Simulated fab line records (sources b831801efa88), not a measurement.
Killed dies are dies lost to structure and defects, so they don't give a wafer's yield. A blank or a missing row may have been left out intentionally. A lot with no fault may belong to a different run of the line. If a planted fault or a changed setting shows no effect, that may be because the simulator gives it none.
Struck lot and sound lot, side by side + flow sky130 + 26 steps out of a route of 708
Sound: wafers L986.2, L986.4, L986.5. Wafers L997.4, L997.5, L997.6 were the ones struck. The cause comes at the end.
Each step with rows lists, per side, the tool, then ch with its chambers, then its first start. Under that, the readings that differ: sound wafers + struck wafers + difference of the means + sigmas: that difference in standard deviations of wafers without a fault.
alike: a reading whose means differ by less than 2 such deviations, as well as words and numbers matching on both sides. not compared: withheld readings; readings where some wafer has no value; bounds like >300 that might hide an equal value; numbers whose values overlap and for which the record gives no deviation.
A row with sigmas, a row that says differs or no value, or rows on one side alone: a step with any of these is where the two part. Numbers that don't overlap but have no deviation are shown without sigmas and don't part them. A reading missing from all wafers of one side parts the sides only when that side holds two or more wafers.

first, 3 steps without rows for these wafers: SKY_CAPM_EXPOSE_09 (exposes mask CAPM, target cd 1000 nm); SKY_CAPM_PEB_10; SKY_CAPM_DEVELOP_11 (develop time 60 s).
SKY_CAPM_OVL_MEAS_12:
  sound: overlay-02 at day 40 03:20; struck: overlay-02 at day 42 22:40
  alike: CAPM_OVL
SKY_CAPM_METAL_ETCH_13: etches TiN in Cl2/BCl3, stops on SiO2, target depth 220 nm, time 62.9 s.
  sound on rie-metal-04 ch 0,1, day 40 03:22; struck on rie-metal-03 ch 0,1, day 42 22:42
  alike: drypump-motor-current-A, oes-product-au, throttle-valve-pct
  not compared: rf-hours-counter-h
SKY_CAPM_STRIP_14: strips in O2/N2.
  sound on plasma-asher-04 ch 0,1, day 40 03:26; struck on plasma-asher-02 ch 0,1, day 42 22:47
  alike: drypump-motor-current-A, oes-product-au, strip-time-to-endpoint-s
  not compared: rf-hours-counter-h
then, 6 steps without rows for these wafers: SKY_CAPM_STRIP_15 (strips in post etch residue remover, time 1200 s); SKY_CAPM_CLEAN_16 (cleans in IPA, time 180 s); SKY_CAPM_CLEAN_17 (cleans in O3/DIW); SKY_METAL3_DEHYDRATE_05 (time 60 s); SKY_METAL3_HMDS_06 (prime time 60 s); SKY_METAL3_COAT_07 (resist thk 60 nm).
SKY_METAL3_COAT_08: resist thk 1140 nm.
  sound on litho-track-04 ch 0, day 40 15:00; struck on litho-track-02 ch 0, day 43 10:00
| reading                                       | sound                | struck               | difference | sigmas      |
|-----------------------------------------------|----------------------|----------------------|------------|-------------|
| spin-speed-rpm (rpm)                          | 2998.7 3000.0 2998.6 | 2731.4 2731.8 2733.4 | -266.9     | -99 or more |
| model.KrF-thick_of_METAL3_COAT_08.thk-nm (nm) | 1137 1135 1131       | 1195 1195 1194       | +60        |             |
then, 4 steps without rows for these wafers: SKY_METAL3_SOFTBAKE_09 (time 90 s); SKY_METAL3_EXPOSE_10 (exposes mask MM3, target cd 300 nm); SKY_METAL3_PEB_11; SKY_METAL3_DEVELOP_12 (develop time 60 s).
SKY_METAL3_CD_MEAS_13 targets a cd of 300 nm.
  sound: cd-sem-02 at day 41 04:15; struck: cd-sem-02 at day 43 22:23
  alike: cd-nm
SKY_METAL3_OVL_MEAS_14:
  sound: overlay-01 at day 41 04:22; struck: overlay-02 at day 43 22:28
  alike: METAL3_OVL
SKY_METAL3_DESCUM_15: chemistry O2, time 8 s.
  sound on rie-metal-02 ch 0,1, day 41 04:23; struck on rie-metal-04 ch 0,1, day 43 22:30
  alike: drypump-motor-current-A, oes-product-au
  not compared: rf-hours-counter-h
SKY_METAL3_ETCH_16: etches BARC in N2/H2, stops on SiO2, time 88.2 s, target depth 60 nm.
  sound on rie-metal-02 ch 0,1, day 41 04:25; struck on rie-metal-04 ch 0,1, day 43 22:33
  alike: drypump-motor-current-A, oes-product-au, throttle-valve-pct
  not compared: rf-hours-counter-h
SKY_METAL3_ETCH_17: etches SiO2 in C4F8/O2/Ar, stops on TiN, time 3.9 s, target depth 15 nm.
  sound on rie-diel-03 ch 1,2,3, day 41 04:31; struck on rie-diel-02 ch 0,3, day 43 22:37
  alike: oes-product-au
  not compared: rf-hours-counter-h
SKY_METAL3_METAL_ETCH_18: etches the open film in Cl2/BCl3, stops on SiO2, target depth 845 nm, time 183.1 s.
  sound on rie-metal-04 ch 0,1, day 41 04:32; struck on rie-metal-02 ch 0,1, day 43 22:41
| reading                                       | sound           | struck            | difference | sigmas |
|-----------------------------------------------|-----------------|-------------------|------------|--------|
| model.KrF-thick_of_METAL3_COAT_08.thk-nm (nm) | 524.3 520.2 522 | 577.6 578.4 582.9 | +57.5      |        |
  alike: drypump-motor-current-A, oes-product-au, throttle-valve-pct
  not compared: rf-hours-counter-h
SKY_METAL3_STRIP_19: strips in O2/N2.
  sound on plasma-asher-04 ch 0,1, day 41 04:43; struck on plasma-asher-04 ch 0,1, day 43 22:51
| reading                      | sound             | struck            | difference | sigmas |
|------------------------------|-------------------|-------------------|------------|--------|
| oes-product-au (a.u.)        | 0.499 0.494 0.490 | 0.530 0.521 0.527 | +0.032     | +6     |
| strip-time-to-endpoint-s (s) | 6.49 6.47 6.47    | 7.03 7.04 7.08    | +0.57      | +11    |
  alike: drypump-motor-current-A
  not compared: rf-hours-counter-h
then, 1 step without rows for these wafers: SKY_METAL3_STRIP_20 (strips in post etch residue remover, time 1200 s).
-- the record jumps here: 6 days lie between the struck wafers' starts before and after (it left off in module METAL3 and takes up again in module PAD_OPEN, whose first step shown is number 708 of the route) --
SKY_PAD_OPEN_PROBE_99:
  sound: prober-02 at day 48 00:25; struck: prober-01 at day 50 02:48
  alike: defect-limited-yield, killed_at_M0_to_M3, killed_at_M4_up, killed-at-contacts, killed-at-front-end, killed-at-other, killed-dies, killed-on-rim, killed-open, killed-short, sort_bin_3_pad_short, sort_bin_5_function, sort_bin_6_memory, sort-n-pass, sort-yield-pct

WHERE THEY PART
Earliest at SKY_METAL3_COAT_08; latest, in this record, at SKY_METAL3_STRIP_19. Later steps at which nothing parts them and some readings are alike: SKY_PAD_OPEN_PROBE_99.

WHY: the cause the simulator had injected
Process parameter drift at SKY_METAL3_COAT_08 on litho-track-02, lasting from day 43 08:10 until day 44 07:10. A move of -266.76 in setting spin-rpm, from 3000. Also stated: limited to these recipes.
